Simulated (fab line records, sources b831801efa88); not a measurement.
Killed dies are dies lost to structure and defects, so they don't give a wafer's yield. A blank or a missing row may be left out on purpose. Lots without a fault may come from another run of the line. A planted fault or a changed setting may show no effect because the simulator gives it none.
A struck lot beside a sound one | flow gf180mcu | 13 steps out of a route of 602
Sound: wafers L216.2, L216.4, L216.6. Struck: wafers L223.1, L223.5, L223.6. The cause comes at the end.
At each step with rows: each side's tool, then ch and its chambers, then its first start. Under that, the readings that differ: sound wafers | struck wafers | difference of the means | sigmas: that difference in standard deviations of wafers without a fault.
alike: readings whose means differ by less than 2 such deviations, and words and numbers that are the same on both sides. not compared: withheld readings, readings that some wafer has no value for, bounds like >300 that may hide the same value, and numbers for which the record gives no deviation and whose values overlap.
The two part at a step that has a row with sigmas, a row that says differs or no value, or rows on one side only. Numbers that don't overlap but have no deviation are shown without sigmas and don't part them. A reading that every wafer of one side lacks parts them only if that side has two wafers or more.

GF_V5_CD_MEAS_14: target cd 260 nm.
  sound on cd_sem-01, day 30 07:50; struck on cd_sem-02, day 31 23:55
  alike: cd_nm
GF_V5_OVL_MEAS_15:
  sound on overlay-01, day 30 07:56; struck on overlay-02, day 32 00:02
  alike: V5_OVL
GF_V5_ETCH_16: etches BARC in N2/H2.
  sound on rie_diel-04 ch 0,3, day 30 07:58; struck on rie_diel-04 ch 0,3, day 32 00:04
  alike: drypump_motor_current_A, oes_product_au, throttle_valve_pct
GF_V5_ETCH_17: etches SiO2 in C4F8/O2/Ar, stops on TiN, target depth 855 nm.
  sound on rie_diel-04 ch 0,3; struck on rie_diel-04 ch 0,3
  alike: oes_product_au
GF_V5_STRIP_18: strips in O2/N2.
  sound on plasma_asher-01 ch 0,1, day 30 08:07; struck on plasma_asher-02 ch 0,1, day 32 00:13
  alike: drypump_motor_current_A, heater_power_w, oes_product_au
  not compared: rf_hours_counter_h
then, 2 steps without rows for these wafers: GF_V5_STRIP_19 (strips in post etch residue remover, time 1200 s); GF_V5_CLEAN_20 (cleans in DIW).
GF_V5_SPUTTER_21: material Ti, target thk 15 nm, time 80.02 s.
  sound on pvd_sputter-03, day 30 08:40; struck on pvd_sputter-03, day 32 00:45
  alike: throttle_valve_pct
GF_V5_SPUTTER_22: material TiN, target thk 10 nm, time 40 s.
  sound on pvd_sputter-03, day 30 08:43; struck on pvd_sputter-03, day 32 00:49
  alike: throttle_valve_pct
then, 1 step without rows for these wafers: GF_V5_CVD_23 (deposits W, target thk 350 nm, time 104.9 s).
GF_V5_RS_MEAS_24: measures by four-point-probe.
  sound on film_metro-01, day 30 08:53; struck on film_metro-01, day 32 00:58
  alike: V5_W_RS
GF_V5_THK_MEAS_25: measures by xrf.
  sound on film_metro-01, day 30 09:00; struck on film_metro-01, day 32 01:05
  alike: V5_W_THK
GF_V5_CMP_26: polishes, stops on SiO2, t overpolish 15 s, target thk 0 nm.
  sound on cmp-01 ch 0,1,2, day 30 09:03; struck on cmp-02 ch 0,1,2, day 32 01:37
  no value came back on the struck wafers for any of 5 readings (edge_zone_pressure_frac, head_pressure_psi (psi) and others); on the sound wafers edge_zone_pressure_frac reads 0.997 0.994 1.009
  reading                          | sound | struck            | difference | sigmas
  model.W_of_V5_CVD_23.thk_nm (nm) | 0 0 0 | 352.8 348.8 349.5 | +350.4     |

WHERE THEY PART
Only at GF_V5_CMP_26, within this record.

WHY: what the simulator had put in
Skipped step whole: cmp-02, from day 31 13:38 on, at GF_V5_CMP_26. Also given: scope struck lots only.
